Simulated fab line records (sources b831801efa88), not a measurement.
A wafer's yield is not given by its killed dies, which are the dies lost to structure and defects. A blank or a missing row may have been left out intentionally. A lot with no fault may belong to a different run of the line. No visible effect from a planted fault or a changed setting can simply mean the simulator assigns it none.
Which tool did it? ; flow gf180mcu ; Sampling: 13 lots, 39 wafers, 4 of 602 route steps

WHAT THE GAUGES SHOWED, per wafer
GF_PASSIVATION_THK_MEAS_03.
lot;measured;on;PASSIVATION_CVD_02_THK (nm)
L517;day 29 05:14;film metro-01;702 695 705
L518;day 29 17:11;film metro-03;692 703 701
L519;day 29 23:46;film metro-02;690 697 710
L520;day 30 09:22;film metro-01;694 706 700
L521;day 30 17:04;film metro-03;692 699 703
L522;day 31 08:43;film metro-03;691 691 705
L524;day 31 12:58;film metro-02;708 712 702
L526;day 31 21:53;film metro-02;710 720 722
L528;day 32 10:56;film metro-02;700 704 721
L535;day 34 00:16;film metro-02;700 678 692
L536;day 34 03:13;film metro-03;688 687 696
L537;day 34 13:52;film metro-03;692 692 700
L538;day 34 19:11;film metro-03;677 707 698

TOOL THAT RAN EACH LOT (tool first, then ch and the chambers of the sampled wafers, then the start)
lot;GF_V4_CVD_02;GF_V4_SPUTTER_22;GF_MIM_SPUTTER_03
L517;pecvd-01 ch 1,2, day 24 13:18;pvd sputter-03, day 25 12:27;pvd sputter-02, day 25 13:14
L518;pecvd-04 ch 0,1,2, day 25 04:09;pvd sputter-03, day 26 02:54;pvd sputter-02, day 26 03:48
L519;pecvd-02 ch 0,1,2, day 25 10:29;pvd sputter-04, day 26 09:21;pvd sputter-02, day 26 10:08
L520;pecvd-01 ch 0,1,2, day 25 23:25;pvd sputter-02, day 26 22:00;pvd sputter-04, day 26 22:47
L521;pecvd-01 ch 0,1,2, day 26 07:37;pvd sputter-04, day 27 05:37;pvd sputter-01, day 27 06:25
L522;pecvd-02 ch 0,2, day 27 00:58;pvd sputter-04, day 27 23:20;pvd sputter-02, day 28 00:08
L524;pecvd-01 ch 1,2, day 27 05:17;pvd sputter-03, day 28 03:08;pvd sputter-02, day 28 03:56
L526;pecvd-04 ch 1,2, day 27 16:32;pvd sputter-04, day 28 13:47;pvd sputter-01, day 28 14:35
L528;pecvd-04 ch 0,2, day 28 06:49;pvd sputter-03, day 29 03:38;pvd sputter-04, day 29 04:29
L535;pecvd-01 ch 0,2, day 30 01:41;pvd sputter-04, day 30 21:59;pvd sputter-01, day 30 22:47
L536;pecvd-04 ch 0,1,2, day 30 05:40;pvd sputter-02, day 31 01:33;pvd sputter-01, day 31 02:32
L537;pecvd-04 ch 1,2, day 30 19:00;pvd sputter-04, day 31 14:15;pvd sputter-02, day 31 15:03
L538;pecvd-04 ch 0,1,2, day 31 01:01;pvd sputter-02, day 31 20:15;pvd sputter-02, day 31 21:02
- GF_V4_CVD_02: deposits SiO2 from TEOS, target thk 850 nm, time 94.851 s.
- GF_V4_SPUTTER_22: material TiN, target thk 10 nm, time 40 s.
- GF_MIM_SPUTTER_03: material Ti, target thk 10 nm, time 6.7 s.

WHAT THE TOOLS THEMSELVES READ (means of the sampled wafers that have a number; where no wafer has one, the mark that the record gives instead)
GF_V4_CVD_02.
lot;tool;heater power w (W)
L517;pecvd-01;788
L518;pecvd-04;725
L519;pecvd-02;738
L520;pecvd-01;736
L521;pecvd-01;678
L522;pecvd-02;689
L524;pecvd-01;802
L526;pecvd-04;681
L528;pecvd-04;712
L535;pecvd-01;856
L536;pecvd-04;730
L537;pecvd-04;711
L538;pecvd-04;659

GF_V4_SPUTTER_22.
lot;tool;throttle valve pct (%)
L517;pvd sputter-03;31.7
L518;pvd sputter-03;30.4
L519;pvd sputter-04;30.8
L520;pvd sputter-02;30.1
L521;pvd sputter-04;29.6
L522;pvd sputter-04;29.6
L524;pvd sputter-03;30.5
L526;pvd sputter-04;29.6
L528;pvd sputter-03;30.6
L535;pvd sputter-04;31.0
L536;pvd sputter-02;29.4
L537;pvd sputter-04;30.0
L538;pvd sputter-02;29.2

GF_MIM_SPUTTER_03.
lot;tool;throttle valve pct (%)
L517;pvd sputter-02;29.4
L518;pvd sputter-02;30.0
L519;pvd sputter-02;30.2
L520;pvd sputter-04;31.1
L521;pvd sputter-01;29.7
L522;pvd sputter-02;29.4
L524;pvd sputter-02;29.2
L526;pvd sputter-01;28.8
L528;pvd sputter-04;30.4
L535;pvd sputter-01;29.5
L536;pvd sputter-01;30.8
L537;pvd sputter-02;29.2
L538;pvd sputter-02;28.8

THE ANSWER, worked out from the rows above alone
Rule: what is usual is taken from the lots themselves. The widest of any qualifying gaps counts: lots, ordered by their means at a reading, are off when they make up no more than a third of the lots, leave a main group of 4 or more, and stand apart from it by 3 or more times the standard deviation of that group's means. Not used: any main group whose means are identical at the precision the tables above print for the reading. Also off: a lot with no number at a reading for which 4 or more lots have one. The other lots that the step has rows for count as sound. The gauges are gone through in route order, then the tools' own readings, and for those a lot's mean is taken as printed above. The first step at which some lot is off is used, and at that step the reading that is off furthest; a lot without a number counts as furthest.
No lot is off at any reading shown: from this, nothing can be told.

WHAT WAS PUT IN BY THE SIMULATOR
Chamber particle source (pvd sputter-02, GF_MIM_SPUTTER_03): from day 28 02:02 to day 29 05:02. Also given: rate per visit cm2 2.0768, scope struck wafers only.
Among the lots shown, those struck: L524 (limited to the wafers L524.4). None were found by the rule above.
